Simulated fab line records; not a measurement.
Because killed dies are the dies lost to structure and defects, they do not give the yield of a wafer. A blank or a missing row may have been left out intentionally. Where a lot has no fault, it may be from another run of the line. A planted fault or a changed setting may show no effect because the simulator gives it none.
Commonality check across tools -- flow gf180mcu -- 39 wafers sampled across 13 lots

WHY IT WAS OPENED
At GF_V4_CD_MEAS_14 the reading cd_nm is flagged on 3 of 13 lots. Wafers without a fault read 259.8 nm, standard deviation 1.3.
Rule: flag the lot when none of its wafers has a number, or when each of its wafers that has one lies beyond 4 standard deviations from that mean. The rest of the lots are taken to be sound.

lot,measured,on,"cd_nm (nm), wafer by wafer",flag
L884,day 24 20:34,cd_sem-02,262.5 261.3 262.3,
L886,day 25 08:44,cd_sem-02,259.0 259.0 258.7,
L887,day 25 20:10,cd_sem-02,262.0 259.7 259.8,
L888,day 26 02:59,cd_sem-01,258.7 258.3 258.3,
L891,day 27 03:56,cd_sem-01,259.5 260.5 259.8,
L892,day 27 10:44,cd_sem-02,261.5 260.7 260.4,
L893,day 28 00:28,cd_sem-01,249.6 249.9 250.1,FLAGGED
L897,day 29 01:49,cd_sem-01,250.3 248.3 249.5,FLAGGED
L898,day 29 08:22,cd_sem-01,259.7 257.6 258.3,
L899,day 29 12:55,cd_sem-02,249.6 251.0 250.2,FLAGGED
L902,day 30 07:22,cd_sem-02,260.9 260.1 260.4,
L904,day 30 23:58,cd_sem-01,261.9 261.7 261.8,
L905,day 31 10:14,cd_sem-01,258.3 258.5 259.4,
The mean of the flagged lots' numbers is 249.8 nm, -10.0 nm from the usual (-8 standard deviations).

TOOL THAT RAN EACH LOT
The record holds 2 process steps before the reading, out of a route of 602 steps. Cell contents, in order: the tool; ch with the chambers the sampled wafers went through; the start.
lot,flag,GF_V4_CVD_02,GF_V4_SOFTBAKE_10
L884,,"pecvd-02 ch 0,1, day 23 21:10","litho_track-02 ch 0, day 24 09:00"
L886,,"pecvd-02 ch 0,1,2, day 24 10:43","litho_track-02 ch 0, day 24 22:00"
L887,,"pecvd-04 ch 0,1,2, day 24 22:05","litho_track-03 ch 0, day 25 09:00"
L888,,"pecvd-04 ch 0,1,2, day 25 04:36","litho_track-03 ch 0, day 25 15:00"
L891,,"pecvd-01 ch 1,2, day 26 06:38","litho_track-02 ch 0, day 26 18:00"
L892,,"pecvd-02 ch 0,1,2, day 26 13:09","litho_track-02 ch 0, day 27 00:00"
L893,FLAGGED,"pecvd-04 ch 0,1,2, day 27 04:20","litho_track-02 ch 0, day 27 14:00"
L897,FLAGGED,"pecvd-02 ch 0,1, day 28 06:14","litho_track-02 ch 0, day 28 16:00"
L898,,"pecvd-04 ch 0,2, day 28 12:20","litho_track-03 ch 0, day 28 22:00"
L899,FLAGGED,"pecvd-01 ch 0,1,2, day 28 17:19","litho_track-02 ch 0, day 29 03:00"
L902,,"pecvd-04 ch 0,1, day 29 12:06","litho_track-03 ch 0, day 29 22:00"
L904,,"pecvd-01 ch 0,1, day 30 05:20","litho_track-03 ch 0, day 30 14:00"
L905,,"pecvd-02 ch 0,2, day 30 16:08","litho_track-03 ch 0, day 31 01:00"
What the steps here do:
- GF_V4_CVD_02: deposits SiO2 from TEOS, target thk 850 nm, time 94.851 s.
- GF_V4_SOFTBAKE_10: time 60 s.
- GF_V4_CD_MEAS_14: target cd 260 nm.

FLAGGED OVER TOTAL, TOOL BY TOOL (the gauges that took the reading come last)
step,tool,lots run,flagged,share of the flagged lots,sound lots run after its first flagged lot
GF_V4_CVD_02,pecvd-01,3,1,some,1 (L904)
GF_V4_CVD_02,pecvd-02,5,1,some,1 (L905)
GF_V4_CVD_02,pecvd-04,5,1,some,"2 (L898,L902)"
GF_V4_SOFTBAKE_10,litho_track-02,7,3,all,0
GF_V4_SOFTBAKE_10,litho_track-03,6,0,none,-
GF_V4_CD_MEAS_14,cd_sem-01,7,2,some,"3 (L898,L904,L905)"
GF_V4_CD_MEAS_14,cd_sem-02,6,1,some,1 (L902)

WHAT IS ALLOWED BY THE TABLE
1 row of the table ran every flagged lot: litho_track-02 at GF_V4_SOFTBAKE_10.
- litho_track-02 at GF_V4_SOFTBAKE_10 ran 7 lots, 3 of them flagged. It ran its last sound lot, L892, at day 27 00:00 and its first flagged lot, L893, at day 27 14:00: a fault with its onset between the two fits. Its own readings lie more than 4 standard deviations out on every wafer of the flagged lots: heater_power_total_W, plate_temp_C.
Left over: one tool, litho_track-02 at GF_V4_SOFTBAKE_10.

WHAT WAS PUT IN BY THE SIMULATOR
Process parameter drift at GF_V4_SOFTBAKE_10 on litho_track-02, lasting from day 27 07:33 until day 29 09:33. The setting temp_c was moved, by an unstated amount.
Struck lots among those shown: L893, L897, L899. Same finding as the rule above.
